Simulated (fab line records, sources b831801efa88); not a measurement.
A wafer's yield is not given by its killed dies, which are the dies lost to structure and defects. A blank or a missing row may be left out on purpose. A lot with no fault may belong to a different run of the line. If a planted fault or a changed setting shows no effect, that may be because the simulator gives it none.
Shared-tool check ; flow sky130 ; Sample size 12 lots and 36 wafers

== WHY THIS WAS OPENED ==
Flagged at SKY_SD_P_CD_MEAS_07: reading cdNm, on 1 of 12 lots. Fault-free wafers read 379.4 nm, with a standard deviation of 2.3.
Rule: a lot gets a flag if all its wafers with a number sit over 4 standard deviations from that mean, or if no wafer of it has a number. The other lots count as sound.

lot;measured;on;cdNm (nm), wafer by wafer;flag
L697;day 25 17:49;cdSem-02;383.0 383.4 383.3;
L698;day 25 18:05;cdSem-01;382.6 383.4 382.6;
L701;day 27 06:38;cdSem-02;380.9 381.6 382.5;
L702;day 27 20:38;cdSem-01;378.6 380.9 378.5;
L704;day 27 20:46;cdSem-02;379.5 382.0 381.6;
L705;day 28 07:07;cdSem-02;302.9 303.5 303.3;FLAGGED
L707;day 28 23:43;cdSem-02;379.5 380.7 380.9;
L712;day 30 13:08;cdSem-02;382.1 378.0 379.7;
L715;day 31 16:25;cdSem-01;379.9 377.6 378.1;
L714;day 31 17:23;cdSem-02;373.7 376.6 378.2;
L718;day 32 16:44;cdSem-02;378.2 379.3 376.9;
L720;day 32 22:11;cdSem-01;380.4 378.9 380.4;
The numbers of the flagged lots are 303.2 nm on average: -76.2 nm against the usual, or -33 standard deviations.

== WHICH TOOL EACH LOT WENT THROUGH ==
Before the reading, the record contains 2 process steps out of a 708-step route. Every cell lists first the tool, next ch and the chambers used by the sampled wafers, and last the start.
lot;flag;SKY_LDD_HVN_STRIP_09;SKY_SD_P_EXPOSE_04
L697;;plasmaAsher-01 ch 0,1, day 20 15:16;ilineStepper-02 ch 0, day 25 02:59
L698;;plasmaAsher-04 ch 1, day 20 14:28;ilineStepper-01 ch 0, day 25 03:54
L701;;plasmaAsher-04 ch 0,1, day 22 04:49;ilineStepper-01 ch 0, day 26 16:47
L702;;plasmaAsher-01 ch 0,1, day 22 19:22;ilineStepper-01 ch 0, day 27 05:40
L704;;plasmaAsher-02 ch 0,1, day 22 18:28;ilineStepper-02 ch 0, day 27 05:54
L705;FLAGGED;plasmaAsher-02 ch 0,1, day 23 09:28;ilineStepper-01 ch 0, day 27 17:28
L707;;plasmaAsher-02 ch 0,1, day 24 00:10;ilineStepper-01 ch 0, day 28 09:11
L712;;plasmaAsher-02 ch 0,1, day 25 15:49;ilineStepper-02 ch 0, day 29 22:59
L715;;plasmaAsher-01 ch 0,1, day 26 19:58;ilineStepper-02 ch 0, day 31 02:49
L714;;plasmaAsher-04 ch 0,1, day 26 21:58;ilineStepper-01 ch 0, day 31 03:31
L718;;plasmaAsher-04 ch 0,1, day 27 23:10;ilineStepper-02 ch 0, day 32 03:29
L720;;plasmaAsher-04 ch 0,1, day 28 05:01;ilineStepper-02 ch 0, day 32 08:39
What is done by these steps:
- SKY_LDD_HVN_STRIP_09: strips in O2/N2.
- SKY_SD_P_EXPOSE_04: exposes mask PSDM, target cd 380 nm.
- SKY_SD_P_CD_MEAS_07: target cd 380 nm.

== FLAGGED AGAINST TOTAL, ONE TOOL AT A TIME (gauges that did the reading follow at the end) ==
step;tool;lots run;flagged;share of the flagged lots;sound lots run after its first flagged lot
SKY_LDD_HVN_STRIP_09;plasmaAsher-01;3;0;none;-
SKY_LDD_HVN_STRIP_09;plasmaAsher-02;4;1;all;2 (L707,L712)
SKY_LDD_HVN_STRIP_09;plasmaAsher-04;5;0;none;-
SKY_SD_P_EXPOSE_04;ilineStepper-01;6;1;all;2 (L707,L714)
SKY_SD_P_EXPOSE_04;ilineStepper-02;6;0;none;-
SKY_SD_P_CD_MEAS_07;cdSem-01;4;0;none;-
SKY_SD_P_CD_MEAS_07;cdSem-02;8;1;all;4 (L707,L712,L714,L718)

== THE TABLE: WHAT IT ALLOWS ==
All flagged lots were run by 3 table rows, namely plasmaAsher-02 at SKY_LDD_HVN_STRIP_09, ilineStepper-01 at SKY_SD_P_EXPOSE_04, cdSem-02 at SKY_SD_P_CD_MEAS_07.
- plasmaAsher-02 at SKY_LDD_HVN_STRIP_09 ran 4 lots, 1 of them flagged. Sound lots ran on it after the first flagged one (L707, L712), which a lasting fault on the whole tool wouldn't allow.
- ilineStepper-01 at SKY_SD_P_EXPOSE_04 ran 6 lots, 1 of them flagged. Sound lots ran on it after the first flagged one (L707, L714), which a lasting fault on the whole tool wouldn't allow.
- cdSem-02 at SKY_SD_P_CD_MEAS_07 ran 8 lots, 1 of them flagged. Sound lots ran on it after the first flagged one (L707, L712, L714, L718), which a lasting fault on the whole tool wouldn't allow.
Not one row of the table ran every flagged lot while running no sound lot after the first.

== WHAT THE SIMULATOR HAD INSERTED ==
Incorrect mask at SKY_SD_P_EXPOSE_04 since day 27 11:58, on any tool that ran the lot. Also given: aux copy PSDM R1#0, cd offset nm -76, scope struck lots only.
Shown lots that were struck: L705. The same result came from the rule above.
